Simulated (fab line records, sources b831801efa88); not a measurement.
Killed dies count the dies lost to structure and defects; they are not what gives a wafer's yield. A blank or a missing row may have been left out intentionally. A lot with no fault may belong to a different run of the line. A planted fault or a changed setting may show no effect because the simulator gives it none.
Problem report in the 8D (eight disciplines) form, filled by code    flow sky130    the parts of the form that need people (team, actions taken, sign-off) are left out

## 1. WHAT IS WRONG
Across 6 wafers from 2 lots, VT_ADJUST_HVTR_TW at SKY_VT_ADJUST_HVTR_TW_MEAS_11 averages 184.6, while fault-free wafers read 211.0 with a standard deviation of 2.7. That is -9.8 standard deviations from the usual mean.
First observed at day 14 19:46: wafer L846.3, on film metro-01. At this step, 36 wafers from 12 lots have a number in the record. By rule, "out" or "out of limits" means more than 4 standard deviations away from the usual mean. The rest of the wafers with a number are treated as sound.

## 2. WHAT IT IS, WHAT IT ISN'T
question                     is                            is not
which readings at this step  VT_ADJUST_HVTR_TW             -
which lots                   L846, L848                    L831, L832, L836, L838, L839, L841, L847, L849, L851, L852
which wafers of those lots   all that have a number        -
read on which gauges         film metro-01, film metro-04  film metro-03
when                         from day 14 19:46             up to then (18 sound wafers); but 12 sound wafers of L847, L849, L851, L852 came after

## 3. SUSPECTS, AND WHAT RULES EACH OUT
Counting: any tool at a process step up to the reading is kept as a suspect provided that every lot that is out went through it and no sound lot did after the first of them.
- ruled out: the gauge at SKY_VT_ADJUST_HVTR_TW_MEAS_11. 2 gauges (film metro-01, film metro-04) read the wafers that are out.
- implanter-03 at SKY_VT_ADJUST_HVTR_IMPLANT_09: kept. It processed each lot that is out, first L846 at day 14 19:33, and no sound lot thereafter; up to then, the last sound lot it processed was L841 at day 12 21:22. Its own readings are out on those wafers: dose ions cm2, faraday current uA.
The count leaves implanter-03 at SKY_VT_ADJUST_HVTR_IMPLANT_09.

## 4. THE CAUSE (what the simulator had put in)
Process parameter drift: implanter-03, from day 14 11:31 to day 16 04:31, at SKY_VT_ADJUST_HVTR_IMPLANT_09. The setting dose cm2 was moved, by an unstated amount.
This tool alone remained once counting was done.

## 5. THE EFFECT CHAIN, in route order
Each row: a reading where the mean over the struck wafers with a number is more than 3 standard deviations away from the usual. Readings are gone through only where the record gives a usual standard deviation; hours: the median, over the lots, of the time from a lot's start at the first step in this table giving one to that lot's start at this step; sigmas: the change measured in usual standard deviations.
hours  step                           reading             usual       on struck wafers  change       sigmas
0      SKY_VT_ADJUST_HVTR_IMPLANT_09  dose ions cm2       2.1001e+12  1.3114e+12        -7.8875e+11  -99 or more
0      SKY_VT_ADJUST_HVTR_IMPLANT_09  faraday current uA  11.83       7.45              -4.38        -20
0      SKY_VT_ADJUST_HVTR_TW_MEAS_11  VT_ADJUST_HVTR_TW   211.0       184.6             -26.4        -9.8
The process steps in it:
- SKY_VT_ADJUST_HVTR_IMPLANT_09
Later steps that measure or inspect, where all struck wafers having a row at the step show a number for every such reading and not one has moved that far: SKY_SONOS_ONO_THK_MEAS_03, SKY_VIA1_CD_MEAS_12.

## 6. HOW IT WOULD HAVE BEEN CAUGHT EARLIER
The first out-of-limits reading at a measuring or inspecting step in this record came at day 14 19:46, 8 hours after the fault's start at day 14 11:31.
The tool's own readings at SKY_VT_ADJUST_HVTR_IMPLANT_09 were out on every struck wafer that the step has a row for (dose ions cm2, faraday current uA): an alarm limit on them would have fired on the first of those.
Among the 2 lots that are out, L848 began SKY_VT_ADJUST_HVTR_IMPLANT_09 on implanter-03 after day 14 19:46. A hold on the tool at that time would have spared it.
